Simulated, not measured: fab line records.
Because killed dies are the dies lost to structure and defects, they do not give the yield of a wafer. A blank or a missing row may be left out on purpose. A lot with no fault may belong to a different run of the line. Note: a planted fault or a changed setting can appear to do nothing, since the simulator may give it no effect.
Check for tools in common / flow sky130 / 11 lots and 42 wafers in the sample

== THE REASON FOR OPENING IT ==
Of 11 lots, 3 have the reading SD_P_TW flagged at SKY_SD_P_TW_MEAS_11. Fault-free wafers read 2811, with a standard deviation of 18.
Rule: a lot is flagged when every wafer of it that has a number lies more than 4 standard deviations from that mean, or none has a number. The other lots count as sound.

lot=L230; measured=day 25 18:02; on=film_metro-03; SD_P_TW, wafer by wafer=2817 2794 2797; flag=
lot=L232; measured=day 26 07:19; on=film_metro-02; SD_P_TW, wafer by wafer=2837 2838 2823; flag=
lot=L233; measured=day 26 12:50; on=film_metro-03; SD_P_TW, wafer by wafer=2802 2808 2787; flag=
lot=L235; measured=day 27 22:44; on=film_metro-03; SD_P_TW, wafer by wafer=2790 2788 2796; flag=
lot=L237; measured=day 27 22:51; on=film_metro-03; SD_P_TW, wafer by wafer=2798 2783 2786; flag=
lot=L240; measured=day 29 03:31; on=film_metro-02; SD_P_TW, wafer by wafer=2803 2801 2812; flag=
lot=L241; measured=day 29 08:59; on=film_metro-02; SD_P_TW, wafer by wafer=3103 3123 3094 3100 3118 3117; flag=FLAGGED
lot=L242; measured=day 29 19:31; on=film_metro-03; SD_P_TW, wafer by wafer=3112 3111 3118 3120 3091 3122; flag=FLAGGED
lot=L243; measured=day 30 06:58; on=film_metro-01; SD_P_TW, wafer by wafer=2791 2804 2782; flag=
lot=L246; measured=day 31 01:08; on=film_metro-01; SD_P_TW, wafer by wafer=2821 2809 2809; flag=
lot=L250; measured=day 32 10:30; on=film_metro-02; SD_P_TW, wafer by wafer=3092 3079 3103 3083 3100 3103; flag=FLAGGED
On average the flagged lots' numbers are 3105, which is +294 against the usual, or +16 standard deviations.

== TOOL THAT RAN EACH LOT ==
2 process steps preceding the reading are held in the record, out of 708 steps in the route. In each cell: the tool, then ch and the chambers that the sampled wafers went through, then the start.
lot=L230; flag=; SKY_SD_P_IMPLANT_09=implanter-03 ch 0, day 25 17:47; SKY_SD_P_STRIP_10=plasma_asher-03 ch 0,1, day 25 17:56
lot=L232; flag=; SKY_SD_P_IMPLANT_09=implanter-02 ch 0, day 26 07:04; SKY_SD_P_STRIP_10=plasma_asher-04 ch 0,1, day 26 07:13
lot=L233; flag=; SKY_SD_P_IMPLANT_09=implanter-02 ch 0, day 26 12:35; SKY_SD_P_STRIP_10=plasma_asher-01 ch 0,1, day 26 12:44
lot=L235; flag=; SKY_SD_P_IMPLANT_09=implanter-04 ch 0, day 27 22:31; SKY_SD_P_STRIP_10=plasma_asher-03 ch 0,1, day 27 22:39
lot=L237; flag=; SKY_SD_P_IMPLANT_09=implanter-02 ch 0, day 27 22:38; SKY_SD_P_STRIP_10=plasma_asher-01 ch 0,1, day 27 22:46
lot=L240; flag=; SKY_SD_P_IMPLANT_09=implanter-03 ch 0, day 29 03:16; SKY_SD_P_STRIP_10=plasma_asher-03 ch 0,1, day 29 03:25
lot=L241; flag=FLAGGED; SKY_SD_P_IMPLANT_09=implanter-04 ch 0, day 29 08:25; SKY_SD_P_STRIP_10=plasma_asher-01 ch 0,1, day 29 08:53
lot=L242; flag=FLAGGED; SKY_SD_P_IMPLANT_09=implanter-04 ch 0, day 29 18:58; SKY_SD_P_STRIP_10=plasma_asher-03 ch 0,1, day 29 19:25
lot=L243; flag=; SKY_SD_P_IMPLANT_09=implanter-03 ch 0, day 30 06:37; SKY_SD_P_STRIP_10=plasma_asher-04 ch 0,1, day 30 06:46
lot=L246; flag=; SKY_SD_P_IMPLANT_09=implanter-03 ch 0, day 31 00:55; SKY_SD_P_STRIP_10=plasma_asher-04 ch 0,1, day 31 01:02
lot=L250; flag=FLAGGED; SKY_SD_P_IMPLANT_09=implanter-02 ch 0, day 32 09:55; SKY_SD_P_STRIP_10=plasma_asher-03 ch 0,1, day 32 10:23
What the steps here do:
- SKY_SD_P_IMPLANT_09
- SKY_SD_P_STRIP_10: strips in O2/N2.
- SKY_SD_P_TW_MEAS_11

== FLAGGED AGAINST TOTAL, ONE TOOL AT A TIME (gauges that did the reading follow at the end) ==
step=SKY_SD_P_IMPLANT_09; tool=implanter-02; lots run=4; flagged=1; share of the flagged lots=some; sound lots run after its first flagged lot=0
step=SKY_SD_P_IMPLANT_09; tool=implanter-03; lots run=4; flagged=0; share of the flagged lots=none; sound lots run after its first flagged lot=-
step=SKY_SD_P_IMPLANT_09; tool=implanter-04; lots run=3; flagged=2; share of the flagged lots=some; sound lots run after its first flagged lot=0
step=SKY_SD_P_STRIP_10; tool=plasma_asher-01; lots run=3; flagged=1; share of the flagged lots=some; sound lots run after its first flagged lot=0
step=SKY_SD_P_STRIP_10; tool=plasma_asher-03; lots run=5; flagged=2; share of the flagged lots=some; sound lots run after its first flagged lot=0
step=SKY_SD_P_STRIP_10; tool=plasma_asher-04; lots run=3; flagged=0; share of the flagged lots=none; sound lots run after its first flagged lot=-
step=SKY_SD_P_TW_MEAS_11; tool=film_metro-01; lots run=2; flagged=0; share of the flagged lots=none; sound lots run after its first flagged lot=-
step=SKY_SD_P_TW_MEAS_11; tool=film_metro-02; lots run=4; flagged=2; share of the flagged lots=some; sound lots run after its first flagged lot=0
step=SKY_SD_P_TW_MEAS_11; tool=film_metro-03; lots run=5; flagged=1; share of the flagged lots=some; sound lots run after its first flagged lot=0

== WHAT IS ALLOWED BY THE TABLE ==
No row of the table ran every flagged lot.

== WHAT THE SIMULATOR PUT IN ==
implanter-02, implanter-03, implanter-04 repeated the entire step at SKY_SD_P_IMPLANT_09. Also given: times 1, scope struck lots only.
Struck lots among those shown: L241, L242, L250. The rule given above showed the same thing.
